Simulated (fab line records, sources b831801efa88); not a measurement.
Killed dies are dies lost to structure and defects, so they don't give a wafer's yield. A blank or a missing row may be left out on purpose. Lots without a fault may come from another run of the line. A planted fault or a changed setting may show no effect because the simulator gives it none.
A struck lot beside a sound one | flow sky130 | 22 steps out of a route of 708
Sound: wafers L392.1, L392.4, L392.5. Struck: wafers L402.2, L402.4, L402.5. The cause comes at the end.
At each step with rows: each side's tool, then ch and its chambers, then its first start. Under that, the readings that differ: sound wafers | struck wafers | difference of the means | sigmas: that difference in standard deviations of wafers without a fault.
alike: readings whose means differ by less than 2 such deviations, and words and numbers that are the same on both sides. not compared: withheld readings, readings that some wafer has no value for, bounds like >300 that may hide the same value, and numbers for which the record gives no deviation and whose values overlap.
The two part at a step that has a row with sigmas, a row that says differs or no value, or rows on one side only. Numbers that don't overlap but have no deviation are shown without sigmas and don't part them. A reading that every wafer of one side lacks parts them only if that side has two wafers or more.

SKY_METAL4_ETCH_17: etches SiO2 in C4F8/O2/Ar, stops on TiN, time 3.9 s, target depth 15 nm.
  sound on rie_diel-01 ch 0,1, day 43 12:01; struck on rie_diel-04 ch 1,2,3, day 46 04:49
  alike: chamber_pressure_mTorr, oes_product_au
  not compared: rf_hours_counter_h
SKY_METAL4_METAL_ETCH_18: etches the open film in Cl2/BCl3, stops on SiO2, target depth 845 nm, time 183.1 s.
  sound on rie_metal-04 ch 0,1, day 43 12:02; struck on rie_metal-03 ch 1, day 46 04:50
  reading                     | sound       | struck      | difference | sigmas
  drypump_motor_current_A (A) | 5.0 5.2 5.0 | 6.2 6.2 6.2 | +1.1       | +2
  alike: chamber_pressure_mTorr, oes_product_au, throttle_valve_pct
  not compared: rf_hours_counter_h
SKY_METAL4_STRIP_19: strips in O2/N2.
  sound on plasma_asher-04 ch 0,1, day 43 12:12; struck on plasma_asher-02 ch 0,1, day 46 05:01
  alike: chamber_pressure_mTorr, drypump_motor_current_A, o2_flow_sccm, oes_product_au, strip_time_to_endpoint_s
  not compared: rf_hours_counter_h
then, 4 steps without rows for these wafers: SKY_METAL4_STRIP_20 (strips in post etch residue remover, time 1200 s); SKY_METAL4_CLEAN_21 (cleans in IPA, time 180 s); SKY_METAL4_CLEAN_22 (cleans in O3/DIW); SKY_VIA4_HDPCVD_00 (deposits SiO2, target thk 1750 nm, time 291.7 s).
SKY_VIA4_THK_MEAS_01:
  sound on film_metro-04, day 43 12:59; struck on film_metro-03, day 46 05:47
  alike: VIA4_HDPCVD_THK
SKY_VIA4_CMP_02: polishes SiO2.
  sound on cmp-02 ch 0,1,3, day 43 13:03; struck on cmp-01 ch 0,2,3, day 46 05:53
  alike: motor_current_A, slurry_filter_dp_kPa
SKY_VIA4_BOW_MEAS_03:
  sound on film_metro-02, day 43 13:21; struck on film_metro-03, day 46 06:10
  alike: VIA4_BOW
then, 2 steps without rows for these wafers: SKY_VIA4_DEHYDRATE_04 (time 60 s); SKY_VIA4_HMDS_05 (prime time 60 s).
SKY_VIA4_COAT_06: resist thk 1140 nm.
  sound on litho_track-01 ch 0, day 43 23:56; struck on litho_track-02 ch 0, day 46 15:24
  reading                                   | sound          | struck          | difference | sigmas
  model.NOVOLAK_of_VIA4_COAT_06.thk_nm (nm) | 1140 1137 1140 | 993.4 991 989.6 | -147.7     |
  alike: dispense_pressure_kPa, spin_speed_rpm
then, 4 steps without rows for these wafers: SKY_VIA4_SOFTBAKE_07 (time 60 s); SKY_VIA4_EXPOSE_08 (exposes mask VIM4, target cd 800 nm); SKY_VIA4_PEB_09; SKY_VIA4_DEVELOP_10 (develop time 60 s).
SKY_VIA4_OVL_MEAS_11:
  sound on overlay-01, day 44 11:32; struck on overlay-02, day 47 01:03
  alike: VIA4_OVL
SKY_VIA4_ETCH_12: etches SiO2 in C4F8/O2/Ar, stops on TiN, target depth 580 nm.
  sound on rie_diel-04 ch 2,3, day 44 11:34; struck on rie_diel-04 ch 1,2, day 47 01:05
  reading                                   | sound             | struck            | difference | sigmas
  model.NOVOLAK_of_VIA4_COAT_06.thk_nm (nm) | 1008 1008 1007    | 864.6 861.6 860.3 | -145.5     |
  model.VIA4.cd_nm (nm)                     | 799.7 798.9 799.5 | 811.3 814.5 813   | +13.6      |
  alike: chamber_pressure_mTorr, oes_product_au
SKY_VIA4_STRIP_13: strips in O2/N2.
  sound on plasma_asher-03 ch 0,1, day 44 11:38; struck on plasma_asher-02 ch 0,1, day 47 01:09
  reading                      | sound                | struck               | difference | sigmas
  drypump_motor_current_A (A)  | 5.7 5.1 5.1          | 6.3 6.3 5.7          | +0.8       | +2
  oes_product_au (a.u.)        | 0.713 0.710 0.710    | 0.684 0.685 0.694    | -0.023     | -5
  strip_time_to_endpoint_s (s) | 12.834 12.840 12.839 | 11.178 11.121 11.110 | -1.701     | -59
  alike: chamber_pressure_mTorr, o2_flow_sccm
  not compared: rf_hours_counter_h
then, 1 step without rows for these wafers: SKY_VIA4_STRIP_14 (strips in post etch residue remover, time 1200 s).
-- the record jumps here: 3 days lie between the struck wafers' starts before and after (it left off in module VIA4 and takes up again in module PAD_OPEN, whose first step shown is number 708 of the route) --
SKY_PAD_OPEN_PROBE_99:
  sound on prober-01, day 47 06:46; struck on prober-01, day 49 14:05
  reading     | sound    | struck   | difference | sigmas
  killed_open | 58 54 61 | 42 44 43 | -15        | -2
  alike: defect_limited_yield, killed_at_M0_to_M3, killed_at_M4_up, killed_at_contacts, killed_at_front_end, killed_at_other, killed_dies, killed_short, sort_bin_3_pad_short, sort_bin_5_function, sort_bin_6_memory, sort_n_pass, sort_yield_pct

WHERE THEY PART
First at SKY_METAL4_METAL_ETCH_18; last, within this record, at SKY_PAD_OPEN_PROBE_99.

WHY: what the simulator had put in
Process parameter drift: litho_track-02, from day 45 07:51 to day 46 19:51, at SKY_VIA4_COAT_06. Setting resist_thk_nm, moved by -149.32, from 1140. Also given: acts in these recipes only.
